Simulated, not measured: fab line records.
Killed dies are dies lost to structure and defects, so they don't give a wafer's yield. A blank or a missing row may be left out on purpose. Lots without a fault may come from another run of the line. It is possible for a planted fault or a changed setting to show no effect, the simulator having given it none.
A lot that was struck, set against a sound lot -- flow sky130 -- 18 out of 708 route steps
Sound: wafers L497.3, L497.4, L497.5. Wafers L506.2, L506.3, L506.5 were the ones struck. The cause is named last.
Per side, at each step with rows, come the tool, then ch with its chambers, and then its first start. Under that, the readings that differ: sound wafers -- struck wafers -- difference of the means -- sigmas: that difference in standard deviations of wafers without a fault.
alike: readings with means less than 2 such deviations apart, plus words and numbers identical on both sides. not compared: withheld readings, readings lacking a value on some wafer, bounds such as >300 that could conceal the same value, and numbers that have no deviation in the record and whose values overlap.
The two part at a step that has a row with sigmas, a row that says differs or no value, or rows on one side only. Numbers that have no deviation but don't overlap get no sigmas and don't part them. A reading that every wafer of one side lacks parts them only if that side has two wafers or more.

first, 4 steps without rows for these wafers: SKY_VT_ADJUST_LVTN_SOFTBAKE_14 (time 60 s); SKY_VT_ADJUST_LVTN_EXPOSE_15 (exposes mask HVN STD DERIVED, target cd 600 nm); SKY_VT_ADJUST_LVTN_PEB_16; SKY_VT_ADJUST_LVTN_DEVELOP_17 (develop time 60 s).
SKY_VT_ADJUST_LVTN_OVL_MEAS_18:
  sound on overlay-02, day 10 07:11; struck on overlay-01, day 12 23:59
  alike: VT_ADJUST_LVTN_01_OVL
then, 1 step without rows for these wafers: SKY_VT_ADJUST_LVTN_IMPLANT_19.
SKY_VT_ADJUST_LVTN_STRIP_20: strips in O2/N2.
  sound on plasma-asher-01 ch 0,1, day 10 07:24; struck on plasma-asher-03 ch 0,1, day 13 00:10
reading,sound,struck,difference,sigmas
strip-time-to-endpoint-s (s),14.21 14.19 14.25,14.13 14.14 14.07,-0.10,-2
  alike: drypump-motor-current-A, oes-product-au
  not compared: rf-hours-counter-h
SKY_VT_ADJUST_LVTN_TW_MEAS_21:
  sound on film-metro-02, day 10 07:29; struck on film-metro-01, day 13 00:17
  alike: VT_ADJUST_LVTN_2_TW
then, 4 steps without rows for these wafers: SKY_VT_ADJUST_NCORE_DEHYDRATE_00 (time 60 s); SKY_VT_ADJUST_NCORE_HMDS_01 (prime time 60 s); SKY_VT_ADJUST_NCORE_COAT_02 (resist thk 1121 nm); SKY_VT_ADJUST_NCORE_SOFTBAKE_03 (time 60 s).
SKY_VT_ADJUST_NCORE_EXPOSE_04: exposes mask LVTN COMPLEMENT THIN, target cd 380 nm.
  sound on iline-stepper-01 ch 0, day 10 18:43; struck on iline-stepper-02 ch 0, day 13 12:23
reading,sound,struck,difference,sigmas
model.VT_ADJUST_NCORE.overlay-x-nm (nm),-0.1112 -0.1112 -0.1112,-118.1 -118.1 -118.1,-118.0,
  alike: mask
then, 2 steps without rows for these wafers: SKY_VT_ADJUST_NCORE_PEB_05; SKY_VT_ADJUST_NCORE_DEVELOP_06 (develop time 60 s).
SKY_VT_ADJUST_NCORE_CD_MEAS_07: the cd target is 380 nm.
  sound on cd-sem-01, day 11 06:26; struck on cd-sem-02, day 14 00:54
  alike: cd-nm
SKY_VT_ADJUST_NCORE_OVL_MEAS_08:
  sound on overlay-02, day 11 06:31; struck on overlay-01, day 14 01:13
reading,sound,struck,difference,sigmas
VT_ADJUST_NCORE_OVL (nm),0.6 1.3 0.1,-119.0 -117.7 -117.3,-118.7,-85
  not compared: hold
then, 1 step without rows for these wafers: SKY_PAD_OPEN_PROBE_99.

## WHERE THEY PART
At SKY_VT_ADJUST_LVTN_STRIP_20 first; at SKY_VT_ADJUST_NCORE_OVL_MEAS_08 last (within this record only).

WHY: whatever the simulator had introduced
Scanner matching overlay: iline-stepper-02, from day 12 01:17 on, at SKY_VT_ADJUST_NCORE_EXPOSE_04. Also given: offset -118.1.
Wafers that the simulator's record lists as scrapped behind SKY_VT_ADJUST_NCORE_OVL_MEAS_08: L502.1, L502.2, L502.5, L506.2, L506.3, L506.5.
